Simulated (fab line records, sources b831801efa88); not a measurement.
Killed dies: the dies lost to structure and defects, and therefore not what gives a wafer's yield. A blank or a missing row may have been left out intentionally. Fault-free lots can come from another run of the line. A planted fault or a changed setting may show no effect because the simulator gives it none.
Which tool is to blame? ; flow gf180mcu ; Sampling: 6 lots, 18 wafers, 4 of 602 route steps

WHAT THE GAUGES READ, wafer by wafer
GF_TOP_METAL_OVL_MEAS_15.
lot;measured;on;TOP_METAL_OVL (nm)
L384;day 28 11:11;overlay-02;1.3 0.0 0.6
L387;day 29 10:49;overlay-02;1.6 1.1 0.4
L389;day 30 00:52;overlay-02;124.4 127.0 126.0
L398;day 32 15:35;overlay-01;-0.8 0.2 0.4
L400;day 32 22:50;overlay-02;1.4 3.3 1.3
L404;day 33 20:38;overlay-01;-2.4 -0.6 -2.3

EACH LOT AND THE TOOL THAT RAN IT (in order: tool; ch and the chambers of the sampled wafers; start)
lot;GF_MIM_SPUTTER_07;GF_TOP_METAL_SPUTTER_00;GF_TOP_METAL_EXPOSE_11
L384;pvd sputter-03, day 24 20:43;pvd sputter-04, day 27 14:54;iline stepper-01 ch 0, day 28 01:23
L387;pvd sputter-03, day 25 23:29;pvd sputter-02, day 28 15:35;iline stepper-02 ch 0, day 29 01:13
L389;pvd sputter-04, day 26 13:42;pvd sputter-04, day 29 05:52;iline stepper-02 ch 0, day 29 15:30
L398;pvd sputter-04, day 29 14:33;pvd sputter-02, day 31 23:07;iline stepper-01 ch 0, day 32 07:40
L400;pvd sputter-01, day 29 21:44;pvd sputter-01, day 32 06:48;iline stepper-01 ch 0, day 32 15:10
L404;pvd sputter-04, day 31 00:17;pvd sputter-04, day 33 05:01;iline stepper-01 ch 0, day 33 13:28
- GF_MIM_SPUTTER_07: material TiN, target thk 60 nm, time 50 s.
- GF_TOP_METAL_SPUTTER_00: material Ti, target thk 37.5 nm, time 150 s.
- GF_TOP_METAL_EXPOSE_11: exposes mask MetalTop, target cd 440 nm.

THE ANSWER, worked out from the rows above alone
Rule: what is usual is taken from the lots themselves. Put in order of their means at a reading, lots are off if they are a third of the lots or fewer, leave a main group of 4 or more, and stand apart from it by a gap of 3 or more times the standard deviation of the main group's means; of several such gaps the widest counts. A main group whose means are all the same, to the digits that the tables above print for the reading, isn't used. Also off: a lot with no number at a reading for which 4 or more lots have one. Where the step has rows for the other lots, those lots are counted as sound.
Off: L389, at GF_TOP_METAL_OVL_MEAS_15 (TOP_METAL_OVL). For the main group the mean is 0.4 nm and the standard deviation 1.3.
A tool fits if, at a process step before that reading, it ran every lot that is off, and no sound lot after the first of them. The gauges at GF_TOP_METAL_OVL_MEAS_15 are tried like those tools. One fits: GF_TOP_METAL_EXPOSE_11 on iline stepper-02. Its last sound lot is L387 (day 29 01:13), its first lot that is off L389 (day 29 15:30): a fault that began between those two fits.

WHAT THE SIMULATOR HAD PUT IN
Scanner matching overlay: iline stepper-02, from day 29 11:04 on, at GF_TOP_METAL_EXPOSE_11. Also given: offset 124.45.
Lots struck among those shown: L389. Same finding as the rule above.
